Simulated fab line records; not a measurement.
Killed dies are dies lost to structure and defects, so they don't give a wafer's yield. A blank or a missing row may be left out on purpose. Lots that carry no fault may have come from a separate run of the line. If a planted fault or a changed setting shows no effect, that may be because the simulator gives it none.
8D (eight disciplines) problem report, filled in by code + flow sky130 + the parts of the form that need people (team, actions taken, sign-off) are left out

## 1. THE PROBLEM
Mean of killed-at-contacts at SKY_PAD_OPEN_PROBE_99: 74 across 6 wafers in 2 lots; on wafers with no fault it is 24 (standard deviation 4.8). Measured from the usual mean, that is +10 standard deviations.
Earliest sighting: wafer L433.2 on prober-01 at day 49 13:49. Wafers with a number at this step in the record: 6, from 2 lots. The rule behind "out" and "out of limits": a value lying over 4 standard deviations away from the usual mean. The other wafers with a number count as sound.

## 2. WHAT IT IS, WHAT IT ISN'T
| question                    | is                              | is not                                                                              |
|-----------------------------|---------------------------------|-------------------------------------------------------------------------------------|
| which readings at this step | killed-at-contacts, killed-dies | killed_at_M0_to_M3, killed-at-front-end, killed-at-other, killed-open, killed-short |
| which lots                  | L433, L437                      | -                                                                                   |
| which wafers of those lots  | all that have a number          | -                                                                                   |
| read on which tools         | prober-01, prober-02            | -                                                                                   |
| when                        | from day 49 13:49               | up to then (0 sound wafers)                                                         |

## 3. WHAT RULES OUT EACH SUSPECT
Counting: a tool at any process step up to the reading remains a suspect when it ran all the lots that are out and ran no sound lot after the first of those.
- wet-bench-04 at SKY_LOCAL_INTERCONNECT_CLEAN_18 (cleans in O3/DIW): kept. It ran every lot that is out, first L433 (day 35 13:58), and no sound lot after that.
- cmp-02 at SKY_VIA4_CMP_02 (polishes SiO2): kept. It ran every lot that is out, first L433 (day 46 02:34), and no sound lot after that.
The count leaves cmp-02 at SKY_VIA4_CMP_02 and wet-bench-04 at SKY_LOCAL_INTERCONNECT_CLEAN_18.

## 4. THE CAUSE (what the simulator had put in)
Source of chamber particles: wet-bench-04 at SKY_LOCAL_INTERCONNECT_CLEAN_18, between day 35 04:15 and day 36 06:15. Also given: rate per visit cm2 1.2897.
After counting, 2 suspects remain, this tool included.

## 5. THE CHAIN OF EFFECTS, in route order
Each row: a reading where the mean over the struck wafers with a number is more than 3 standard deviations away from the usual. Readings are gone through only where the record gives a usual standard deviation; hours: the median, over the lots, of the time from a lot's start at the first step in this table giving one to that lot's start at this step; sigmas: the change measured in usual standard deviations.
| hours | step                  | reading            | usual | on struck wafers | change | sigmas |
|-------|-----------------------|--------------------|-------|------------------|--------|--------|
| 0     | SKY_PAD_OPEN_PROBE_99 | killed-at-contacts | 24    | 74               | +50    | +10    |
| 0     | SKY_PAD_OPEN_PROBE_99 | killed-dies        | 86    | 134              | +48    | +5.3   |
The process steps in it:
- SKY_PAD_OPEN_PROBE_99

## 6. HOW IT WOULD HAVE BEEN CAUGHT EARLIER
In this record no reading fell out of limits until day 49 13:49, 346 hours after the fault had begun at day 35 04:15.
Lots out: 2; all had begun SKY_LOCAL_INTERCONNECT_CLEAN_18 on wet-bench-04 by day 49 13:49. A hold on the tool at that time would have spared none of them.
